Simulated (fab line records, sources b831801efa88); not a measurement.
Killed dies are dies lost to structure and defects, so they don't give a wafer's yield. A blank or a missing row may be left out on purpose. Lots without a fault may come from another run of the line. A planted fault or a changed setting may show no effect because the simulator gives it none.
fab line records | flow sky130
record lots=24 wafers=72 last_day=50
route steps=708 shown METAL1@449 METAL2@499 VIA2@530 CAPM@549 METAL5@664 PAD_OPEN@701
lots that met no fault: from a run of the same line without faults
start_h: hours from the record's first day to the start of the lot's first wafer shown | wait_h: hours since the lot's step before | " the same as in the row above | L1.1+2: a row that stands for several wafers | - no value, or no start given | * or withheld: withheld | < > ~ a bound
route shown NAME@n: a module of which the file shows steps, and the number in the route of the first | usual: mean/standard deviation of fault-free wafers | same: alike in all rows | chamber/n: place in a boat | sites: the reading at each site | _std_site: their standard deviation | _edge_site: outer sites' mean less inner sites' | radius_mm: how far each site lies from the wafer's centre | mask NAME#n: copy n | behind: the tool/chamber that last shaped the wafer | hold: why the lot was held/for how many hours/how that ended | device: the transistor (n, p or np) that didn't switch | end of line: the same wafers' tests at the end of the route | a step without rows: its recipe alone | killed: dies lost to structure and defects at the first sort, not the wafer's yield | map: a wafer's dies, x killed, . not, _ none there
set.NAME: the setting as run; set.NAME@STEP: as run at that earlier step | model.NAME: the simulator's own value behind a step, which no gauge read
steps of the route over a sample of lots; a table a step, a row a wafer
services: from which hour (start_h, from the record's first day; less than 0 if before it) a tool's chamber was out of use, for how many hours, and why
## steps
# step SKY_METAL1_CD_MEAS_15
# recipe target_cd_nm=140
# usual cd_nm=140.1/1.3
# columns lot.wafer tool chamber start_h wait_h cd_nm
L075.2 cd_sem-01 - 795.86 - 140.2
L075.4 " - " " 141.6
L075.5 " - " " 140.2
L074.1 cd_sem-01 - 797.91 - 141.2
L074.4 " - " " 144.3
L074.6 " - " " 141.3
L076.2 cd_sem-01 - 799.95 - 139.5
L076.3 " - " " 138.9
L076.5 " - " " 139.5
L077.2 cd_sem-01 - 801.61 - 139.1
L077.4 " - " " 140.4
L077.5 " - " " 140.1
L078.1 cd_sem-01 - 811.09 - 139.2
L078.2 " - " " 138.4
L078.3 " - " " 139.5
L079.2 cd_sem-01 - 820.71 - 138.8
L079.4 " - " " 137.2
L079.6 " - " " 138.6
L080.2 cd_sem-01 - 828.75 - 141.8
L080.3 " - " " 140.0
L080.6 " - " " 139.4
L081.2 cd_sem-01 - 831.88 - 141.1
L081.3 " - " " 141.4
L081.6 " - " " 141.5
L082.1 cd_sem-02 - 832.19 - 140.7
L082.3 " - " " 139.2
L082.6 " - " " 141.4
L083.2 cd_sem-01 - 842.51 - 139.8
L083.3 " - " " 140.3
L083.4 " - " " 138.8
L084.1 cd_sem-01 - 853.64 - 138.6
L084.2 " - " " 141.7
L084.5 " - " " 138.8
L085.1 cd_sem-01 - 858.76 - 139.7
L085.2 " - " " 139.5
L085.4 " - " " 139.1
L086.3 cd_sem-01 - 862.80 - 140.1
L086.5 " - " " 138.6
L086.6 " - " " 140.1
L087.1 cd_sem-02 - 867.18 - 140.3
L087.2 " - " " 141.2
L087.4 " - " " 140.8
L088.2 cd_sem-01 - 880.06 - 142.3
L088.3 " - " " 141.7
L088.6 " - " " 141.0
L089.1 cd_sem-01 - 881.32 - 141.7
L089.4 " - " " 142.7
L089.5 " - " " 144.0
L090.1 cd_sem-02 - 886.59 - 139.0
L090.2 " - " " 138.6
L090.6 " - " " 138.9
L091.2 cd_sem-02 - 892.83 - 141.6
L091.3 " - " " 140.5
L091.5 " - " " 141.1
L092.1 cd_sem-02 - 904.48 - 138.6
L092.2 " - " " 139.8
L092.4 " - " " 139.9
L093.2 cd_sem-01 - 911.21 - 139.0
L093.5 " - " " 140.0
L093.6 " - " " 139.8
L094.1 cd_sem-02 - 922.54 - 139.8
L094.2 " - " " 140.6
L094.4 " - " " 140.6
L095.2 cd_sem-02 - 932.13 - 140.0
L095.3 " - " " 139.4
L095.4 " - " " 140.6
L097.2 cd_sem-02 - 934.21 - 137.6
L097.5 " - " " 139.4
L097.6 " - " " 140.4
L096.2 cd_sem-02 - 938.26 - 141.0
L096.4 " - " " 139.0
L096.6 " - " " 137.3
# step SKY_METAL2_OVL_MEAS_16
# usual METAL2_OVL=-4/6.2
# columns lot.wafer tool chamber start_h wait_h METAL2_OVL[nm]
L075.2 overlay-01 - 851.93 0.1 -6
L075.4 " - " " -2
L075.5 " - " " 1
L074.1 overlay-02 - 854.07 0.1 -16
L074.4 " - " " -13
L074.6 " - " " -13
L076.2 overlay-01 - 857.02 0.1 -1
L076.3 " - " " -5
L076.5 " - " " 0
L077.2 overlay-01 - 858.53 0.1 1
L077.4 " - " " -6
L077.5 " - " " -1
L078.1 overlay-02 - 867.83 0.1 -2
L078.2 " - " " -3
L078.3 " - " " 1
L079.2 overlay-02 - 878.22 0.1 -7
L079.4 " - " " -7
L079.6 " - " " -8
L080.2 overlay-02 - 886.63 0.1 -6
L080.3 " - " " 7
L080.6 " - " " -5
L081.2 overlay-02 - 888.83 0.1 -8
L081.3 " - " " -12
L081.6 " - " " -3
L082.1 overlay-02 - 889.21 0.1 5
L082.3 " - " " 9
L082.6 " - " " -8
L083.2 overlay-02 - 898.33 0.1 6
L083.3 " - " " -3
L083.4 " - " " -4
L084.1 overlay-01 - 909.08 0.1 -6
L084.2 " - " " -18
L084.5 " - " " -7
L085.1 overlay-01 - 913.63 0.1 -11
L085.2 " - " " -1
L085.4 " - " " 0
L086.3 overlay-02 - 917.08 0.1 -6
L086.5 " - " " -11
L086.6 " - " " -2
L087.1 overlay-01 - 921.16 0.1 -11
L087.2 " - " " -15
L087.4 " - " " -6
L088.2 overlay-02 - 933.17 0.1 10
L088.3 " - " " 1
L088.6 " - " " 9
L089.1 overlay-01 - 935.18 0.1 2
L089.4 " - " " -10
L089.5 " - " " -3
L090.1 overlay-01 - 940.37 0.1 -14
L090.2 " - " " -16
L090.6 " - " " -16
L091.2 overlay-02 - 946.37 0.1 0
L091.3 " - " " -7
L091.5 " - " " -13
L092.1 overlay-01 - 957.09 0.1 -6
L092.2 " - " " -8
L092.4 " - " " -5
L093.2 overlay-02 - 964.89 0.1 5
L093.5 " - " " 1
L093.6 " - " " 4
L094.1 overlay-02 - 974.36 0.1 -6
L094.2 " - " " -11
L094.4 " - " " -4
L095.2 overlay-02 - 983.62 0.1 -12
L095.3 " - " " -4
L095.4 " - " " -11
L097.2 overlay-01 - 984.98 0.1 -9
L097.5 " - " " -16
L097.6 " - " " -6
L096.2 overlay-02 - 989.68 0.1 -5
L096.4 " - " " -4
L096.6 " - " " -4
# step SKY_VIA2_THK_MEAS_23
# recipe thk_meas_gauge=xrf reads=W_of_VIA2_CVD_21
# usual VIA2_W_THK=429/8.5
# columns lot.wafer tool chamber start_h wait_h VIA2_W_THK[nm]
L075.2 film_metro-02 - 881.35 0.1 425
L075.4 " - " " 424
L075.5 " - " " 419
L074.1 film_metro-03 - 883.81 0.1 421
L074.4 " - " " 420
L074.6 " - " " 416
L076.2 film_metro-04 - 887.50 0.1 423
L076.3 " - " " 422
L076.5 " - " " 436
L077.2 film_metro-04 - 888.14 0.1 425
L077.4 " - " " 421
L077.5 " - " " 416
L078.1 film_metro-02 - 896.60 0.1 442
L078.2 " - " " 425
L078.3 " - " " 441
L079.2 film_metro-03 - 906.14 0.1 428
L079.4 " - " " 426
L079.6 " - " " 425
L080.2 film_metro-03 - 913.97 0.1 430
L080.3 " - " " 429
L080.6 " - " " 424
L081.2 film_metro-04 - 916.42 0.1 439
L081.3 " - " " 442
L081.6 " - " " 436
L082.1 film_metro-02 - 916.62 0.1 437
L082.3 " - " " 432
L082.6 " - " " 436
L083.2 film_metro-02 - 925.73 0.1 425
L083.3 " - " " 443
L083.4 " - " " 426
L084.1 film_metro-02 - 936.72 0.1 423
L084.2 " - " " 427
L084.5 " - " " 428
L085.1 film_metro-04 - 941.89 0.1 429
L085.2 " - " " 429
L085.4 " - " " 428
L086.3 film_metro-04 - 944.75 0.1 437
L086.5 " - " " 419
L086.6 " - " " 437
L087.1 film_metro-04 - 948.66 0.1 435
L087.2 " - " " 434
L087.4 " - " " 432
L088.2 film_metro-04 - 960.84 0.1 428
L088.3 " - " " 426
L088.6 " - " " 424
L089.1 film_metro-03 - 962.30 0.1 435
L089.4 " - " " 415
L089.5 " - " " 413
L090.1 film_metro-02 - 967.53 0.1 434
L090.2 " - " " 418
L090.6 " - " " 439
L091.2 film_metro-02 - 972.84 0.1 439
L091.3 " - " " 434
L091.5 " - " " 421
L092.1 film_metro-04 - 983.27 0.1 446
L092.2 " - " " 428
L092.4 " - " " 430
L093.2 film_metro-03 - 990.95 0.1 421
L093.5 " - " " 441
L093.6 " - " " 421
L094.1 film_metro-03 - 1000.25 0.1 447
L094.2 " - " " 422
L094.4 " - " " 421
L095.2 film_metro-04 - 1009.22 0.1 438
L095.3 " - " " 415
L095.4 " - " " 441
L097.2 film_metro-04 - 1011.53 0.1 421
L097.5 " - " " 423
L097.6 " - " " 440
L096.2 film_metro-03 - 1015.85 0.1 422
L096.4 " - " " 439
L096.6 " - " " 418
# step SKY_CAPM_OVL_MEAS_12
# usual CAPM_OVL=1.0/1.7
# columns lot.wafer tool chamber start_h wait_h CAPM_OVL[nm]
L075.2 overlay-02 - 907.05 0.1 1.1
L075.4 " - " " 0.3
L075.5 " - " " -0.1
L074.1 overlay-02 - 908.78 0.1 1.9
L074.4 " - " " 2.9
L074.6 " - " " 4.3
L076.2 overlay-02 - 912.70 0.1 5.9
L076.3 " - " " 0.6
L076.5 " - " " 3.7
L077.2 overlay-02 - 913.00 0.1 1.3
L077.4 " - " " 3.0
L077.5 " - " " 0.0
L078.1 overlay-02 - 921.06 0.1 3.6
L078.2 " - " " 1.6
L078.3 " - " " 3.3
L079.2 overlay-02 - 931.77 0.1 1.5
L079.4 " - " " 2.3
L079.6 " - " " 2.1
L080.2 overlay-02 - 940.14 0.1 -0.4
L080.3 " - " " -1.0
L080.6 " - " " 1.2
L081.2 overlay-01 - 942.92 0.1 0.9
L081.3 " - " " 2.2
L081.6 " - " " 3.7
L082.1 overlay-02 - 943.09 0.1 1.3
L082.3 " - " " 1.0
L082.6 " - " " 2.4
L083.2 overlay-02 - 951.10 0.1 -1.6
L083.3 " - " " -2.0
L083.4 " - " " -1.5
L084.1 overlay-02 - 961.88 0.1 2.7
L084.2 " - " " 2.7
L084.5 " - " " 2.3
L085.1 overlay-02 - 966.67 0.1 1.1
L085.2 " - " " 1.9
L085.4 " - " " 1.3
L086.3 overlay-02 - 969.75 0.1 1.1
L086.5 " - " " 1.8
L086.6 " - " " 1.8
L087.1 overlay-01 - 973.23 0.1 -1.8
L087.2 " - " " -1.3
L087.4 " - " " 1.0
L088.2 overlay-02 - 984.72 0.1 0.6
L088.3 " - " " 1.3
L088.6 " - " " 1.8
L089.1 overlay-02 - 986.57 0.1 0.4
L089.4 " - " " -0.3
L089.5 " - " " -0.1
L090.1 overlay-02 - 991.59 0.1 -2.1
L090.2 " - " " -1.3
L090.6 " - " " -1.4
L091.2 overlay-02 - 996.85 0.1 1.3
L091.3 " - " " 2.1
L091.5 " - " " 1.8
L092.1 overlay-01 - 1006.34 0.1 0.1
L092.2 " - " " 0.8
L092.4 " - " " 1.0
L093.2 overlay-01 - 1015.10 0.1 0.2
L093.5 " - " " -0.7
L093.6 " - " " 1.9
L094.1 overlay-01 - 1023.74 0.1 -2.9
L094.2 " - " " 1.4
L094.4 " - " " 0.9
L095.2 overlay-02 - 1032.82 0.1 3.6
L095.3 " - " " 2.8
L095.4 " - " " 1.3
L097.2 overlay-01 - 1035.94 0.1 2.0
L097.5 " - " " 0.8
L097.6 " - " " 2.7
L096.2 overlay-02 - 1040.69 0.1 -1.9
L096.4 " - " " -3.0
L096.6 " - " " -1.0
# step SKY_METAL5_SPUTTER_03
# recipe material=Ti target_thk_nm=5 power_w=3000 time_s=3.3 chamber_pressure_pa=0.4
# usual throttle_valve_pct=30.2/0.89
# columns lot.wafer tool chamber start_h wait_h throttle_valve_pct
L075.2 pvd_sputter-04 - 1033.04 0.0 29.5
L075.4 " - " " 30.7
L075.5 " - " " 30.7
L074.1 pvd_sputter-01 - 1036.19 0.0 29.4
L074.4 " - " " 30.6
L074.6 " - " " 30.7
L076.2 pvd_sputter-01 - 1040.38 0.0 30.8
L076.3 " - " " 31.0
L076.5 " - " " 30.7
L077.2 pvd_sputter-04 - 1041.64 0.0 29.7
L077.4 " - " " 29.4
L077.5 " - " " 29.8
L078.1 pvd_sputter-04 - 1048.74 0.0 30.6
L078.2 " - " " 30.1
L078.3 " - " " 29.4
L079.2 pvd_sputter-01 - 1054.97 0.0 30.9
L079.4 " - " " 29.8
L079.6 " - " " 29.6
L080.2 pvd_sputter-03 - 1067.16 0.0 32.4
L080.3 " - " " 29.7
L080.6 " - " " 32.4
L081.2 pvd_sputter-04 - 1068.07 0.0 30.0
L081.3 " - " " 30.1
L081.6 " - " " 29.8
L082.1 pvd_sputter-01 - 1068.10 0.0 30.7
L082.3 " - " " 30.6
L082.6 " - " " 31.0
L083.2 pvd_sputter-04 - 1075.87 0.0 29.9
L083.3 " - " " 29.6
L083.4 " - " " 30.0
L084.1 pvd_sputter-03 - 1083.57 0.0 30.5
L084.2 " - " " 29.9
L084.5 " - " " 30.8
L085.1 pvd_sputter-01 - 1090.09 0.0 29.5
L085.2 " - " " 30.6
L085.4 " - " " 31.1
L086.3 pvd_sputter-03 - 1092.19 0.0 30.8
L086.5 " - " " 32.5
L086.6 " - " " 30.2
L087.1 pvd_sputter-01 - 1094.15 0.0 28.6
L087.2 " - " " 29.4
L087.4 " - " " 30.7
L088.2 pvd_sputter-01 - 1101.32 0.0 29.6
L088.3 " - " " 30.9
L088.6 " - " " 28.7
L089.1 pvd_sputter-01 - 1106.21 0.0 30.9
L089.4 " - " " 30.7
L089.5 " - " " 30.6
L090.1 pvd_sputter-01 - 1110.89 0.0 29.4
L090.2 " - " " 30.7
L090.6 " - " " 30.8
L091.2 pvd_sputter-03 - 1115.90 0.0 30.0
L091.3 " - " " 30.4
L091.5 " - " " 32.6
L092.1 pvd_sputter-03 - 1122.60 0.0 30.0
L092.2 " - " " 30.5
L092.4 " - " " 29.7
L093.2 pvd_sputter-04 - 1130.95 0.0 29.5
L093.5 " - " " 29.5
L093.6 " - " " 29.8
L094.1 pvd_sputter-04 - 1138.68 0.0 29.7
L094.2 " - " " 30.0
L094.4 " - " " 30.7
L095.2 pvd_sputter-01 - 1143.22 0.0 29.3
L095.3 " - " " 28.7
L095.4 " - " " 30.7
L097.2 pvd_sputter-01 - 1147.33 0.0 28.8
L097.5 " - " " 28.7
L097.6 " - " " 31.1
L096.2 pvd_sputter-01 - 1152.00 0.0 28.9
L096.4 " - " " 30.6
L096.6 " - " " 29.5
# step SKY_PAD_OPEN_ETCH_07
# recipe chemistry=CF4/O2 target_depth_nm=725 stop_on=AlCu source_w=800 bias_w=145.1 pressure_mtorr=150 cf4_flow_sccm=80 O2_flow_sccm=10 time_s=161.1
# usual drypump_motor_current_A=6.0/0.35 oes_product_au=0.976/0.0072 rf_fwd_power_W=797.0/2.5 throttle_valve_pct=5.964/0.01
# columns lot.wafer tool chamber start_h wait_h drypump_motor_current_A oes_product_au rf_fwd_power_W rf_hours_counter_h throttle_valve_pct
L075.2 rie_diel-04 0 1097.25 - 6.2 0.972 792.5 15 5.963
L075.4 " 1 " " 6.0 0.981 798.5 18 5.950
L075.5 " 1 " " 6.0 0.988 799.9 - 5.974
L074.1 rie_diel-03 3 1100.15 - 6.2 0.972 794.8 16 5.955
L074.4 " 2 " " 5.5 0.981 797.4 - 5.957
L074.6 " 3 " " 6.2 0.975 795.5 - 5.967
L076.2 rie_diel-03 3 1106.10 - 6.1 0.971 798.1 16 5.970
L076.3 " 2 " " 5.5 0.964 795.1 18 5.952
L076.5 " 0 " " 6.5 0.970 800.4 - 5.963
L077.2 rie_diel-01 3 1106.82 - 6.1 0.981 800.7 17 5.958
L077.4 " 0 " " 6.2 0.976 795.8 29 5.969
L077.5 " 1 " " 5.6 0.985 797.4 - 5.952
L078.1 rie_diel-01 0 1113.40 - 6.2 0.975 796.1 29 5.947
L078.2 " 2 " " 6.5 0.967 800.1 23 5.974
L078.3 " 1 " " 5.6 0.978 794.9 25 5.955
L079.2 rie_diel-03 2 1117.19 - 5.5 0.974 793.5 18 5.955
L079.4 " 0 " " 6.5 0.976 797.9 2 5.973
L079.6 " 0 " " 6.4 0.981 798.0 - 5.967
L080.2 rie_diel-04 2 1129.84 - 6.1 0.971 795.6 5 5.947
L080.3 " 3 " " 5.4 0.973 797.9 22 5.972
L080.6 " 0 " " 6.2 0.975 798.5 - 5.959
L081.2 rie_diel-03 1 1131.47 - 6.3 0.964 796.4 27 5.955
L081.3 " 0 " " 6.5 0.974 791.8 3 5.950
L081.6 " 2 " " 5.5 0.968 793.7 - 5.955
L082.1 rie_diel-04 1 1131.79 - 5.9 0.981 800.7 19 5.959
L082.3 " 3 " " 5.4 0.975 798.1 22 5.953
L082.6 " 2 " " 6.2 0.979 796.5 - 5.961
L083.2 rie_diel-03 2 1137.42 - 5.5 0.980 796.7 19 5.954
L083.3 " 0 " " 6.5 0.973 798.5 3 5.967
L083.4 " 3 " " 6.1 0.979 799.2 17 5.973
L084.1 rie_diel-04 1 1144.67 - 6.0 0.971 798.7 20 5.969
L084.2 " 2 " " 6.1 0.968 800.7 5 5.968
L084.5 " 1 " " 5.9 0.974 796.5 - 5.965
L085.1 rie_diel-03 1 1150.90 - 6.3 0.994 790.8 28 5.977
L085.2 " 3 " " 6.2 0.981 798.6 18 5.971
L085.4 " 2 " " 5.5 0.984 796.8 19 5.981
L086.3 rie_diel-01 3 1152.75 - 6.1 0.983 801.8 19 5.973
L086.5 " 2 " " 6.5 0.978 801.9 - 5.955
L086.6 " 3 " " 6.1 0.991 797.9 - 5.976
L087.1 rie_diel-03 1 1155.95 - 6.3 0.980 793.0 28 5.972
L087.2 " 2 " " 5.5 0.977 797.8 20 5.965
L087.4 " 0 " " 6.5 0.983 793.6 4 5.981
L088.2 rie_diel-01 2 1160.80 - 6.5 0.979 795.8 25 5.965
L088.3 " 3 " " 6.1 0.980 792.8 19 5.965
L088.6 " 0 " " 6.2 0.977 796.1 - 5.959
L089.1 rie_diel-04 2 1165.44 - 6.2 0.964 795.8 6 5.959
L089.4 " 3 " " 5.4 0.978 794.4 23 5.964
L089.5 " 2 " " 6.1 0.976 798.5 - 5.938
L090.1 rie_diel-03 2 1168.90 - 5.5 0.982 792.5 20 5.944
L090.2 " 3 " " 6.2 0.965 801.1 18 5.974
L090.6 " 2 " " 5.5 0.982 793.4 - 5.972
L091.2 rie_diel-03 1 1173.20 - 6.3 0.980 796.4 29 5.948
L091.3 " 0 " " 6.5 0.979 802.5 5 5.957
L091.5 " 1 " " 6.4 0.982 792.8 - 5.968
L092.1 rie_diel-03 1 1178.32 - 6.3 0.976 796.8 29 5.959
L092.2 " 0 " " 6.5 0.966 796.2 5 5.967
L092.4 " 2 " " 5.5 0.975 795.4 21 5.963
L093.2 rie_diel-01 0 1186.09 - 6.2 0.976 796.5 32 5.954
L093.5 " 0 " " 6.2 0.972 797.8 - 5.963
L093.6 " 1 " " 5.6 0.975 794.4 - 5.969
L094.1 rie_diel-01 3 1191.87 - 6.1 0.969 798.5 20 5.955
L094.2 " 1 " " 5.6 0.965 798.1 28 5.948
L094.4 " 1 " " 5.6 0.965 795.9 - 5.966
L095.2 rie_diel-01 1 1195.07 - 5.6 0.970 796.0 28 5.959
L095.3 " 3 " " 6.1 0.975 796.4 21 5.965
L095.4 " 2 " " 6.5 0.975 797.3 - 5.969
L097.2 rie_diel-04 3 1199.22 - 5.4 0.972 789.6 24 5.952
L097.5 " 1 " " 6.0 0.973 795.5 - 5.971
L097.6 " 2 " " 6.1 0.972 799.6 - 5.976
L096.2 rie_diel-01 2 1202.89 - 6.4 0.962 799.5 27 5.948
L096.4 " 1 " " 5.6 0.975 797.4 - 5.965
L096.6 " 3 " " 6.1 0.976 797.2 - 5.951
## services
# columns tool chamber start_h hours kind
rie_diel-01 - 1011.53 14.6 pm
rie_diel-04 - 1024.26 0.4 repair
rie_diel-03 0 1034.57 - clean
rie_diel-03 0 1034.57 21.6 scheduled_down
rie_diel-03 0 1034.57 21.6 vent_cycle
rie_diel-04 - 1037.80 0.6 repair
rie_diel-04 3 1041.35 4.2 repair
rie_diel-03 2 1066.54 9.2 repair
pvd_sputter-03 - 1085.52 1.1 repair
pvd_sputter-01 - 1099.34 0.6 repair
rie_diel-03 1 1099.49 7.7 repair
pvd_sputter-01 0 1108.00 - consumable_replace:kit
pvd_sputter-01 0 1108.00 18.0 scheduled_down
pvd_sputter-01 0 1108.00 18.0 vent_cycle
pvd_sputter-01 - 1108.35 2.0 repair
pvd_sputter-01 - 1109.12 1.2 repair
pvd_sputter-03 - 1135.99 4.0 repair
rie_diel-04 1 1149.35 3.0 repair
rie_diel-03 - 1160.48 1.6 repair
rie_diel-03 - 1165.88 1.5 repair
pvd_sputter-03 - 1173.08 0.6 repair
rie_diel-04 2 1181.63 6.8 repair
rie_diel-04 3 1189.81 4.5 repair
rie_diel-03 - 1189.85 14.6 pm
## key
fault none
